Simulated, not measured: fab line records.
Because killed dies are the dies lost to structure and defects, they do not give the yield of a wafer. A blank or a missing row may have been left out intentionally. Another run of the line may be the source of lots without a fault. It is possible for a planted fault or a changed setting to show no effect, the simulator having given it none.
Chamber matching	flow sky130	SKY_FIELD_ISO_ETCH_17 on rie_si-02 has 4 sister chambers
The step etches Si in HBr/Cl2/O2, target depth 342 nm, time 97.7 s. 4 wafers are shown with their chamber, then 8 later ones without.

WAFERS PAIRED WITH THEIR CHAMBERS
wafer	chamber	drypump_motor_current_A (A)
L373.5	3	5.79
L388.3	2	5.50
L389.1	0	5.31
L391.1	1	5.18

WAFERS WHOSE CHAMBER IS MISSING
wafer	drypump_motor_current_A (A)
L391.4	5.85
L391.6	5.34
L392.2	5.16
L392.5	5.14
L392.6	5.31
L394.2	5.16
L394.4	5.79
L394.5	5.47

WHICH CHAMBER EACH WENT THROUGH
wafer	from the rows above	in truth
L391.4	3	3
L391.6	0	0
L392.2	1	1
L392.5	1	1
L392.6	0	0
L394.2	1	1
L394.4	3	3
L394.5	2	2
Correct placement for 8 of the 8. Not placeable from these rows: 0. Placed wrongly: 0.
How it was worked out, from the rows above alone: a wafer's distance from a chamber is the root of the sum, over the readings, of the square of ((its reading less the chamber's mean) divided by the reading's scatter). If the next closest chamber is less than 2 further off than the closest, the wafer can't be placed; otherwise it belongs to the closest. The mean given for a chamber averages the wafers shown for that chamber. The scatter: root of mean squared gap, hidden wafer to nearest shown wafer, with one shown wafer a chamber.
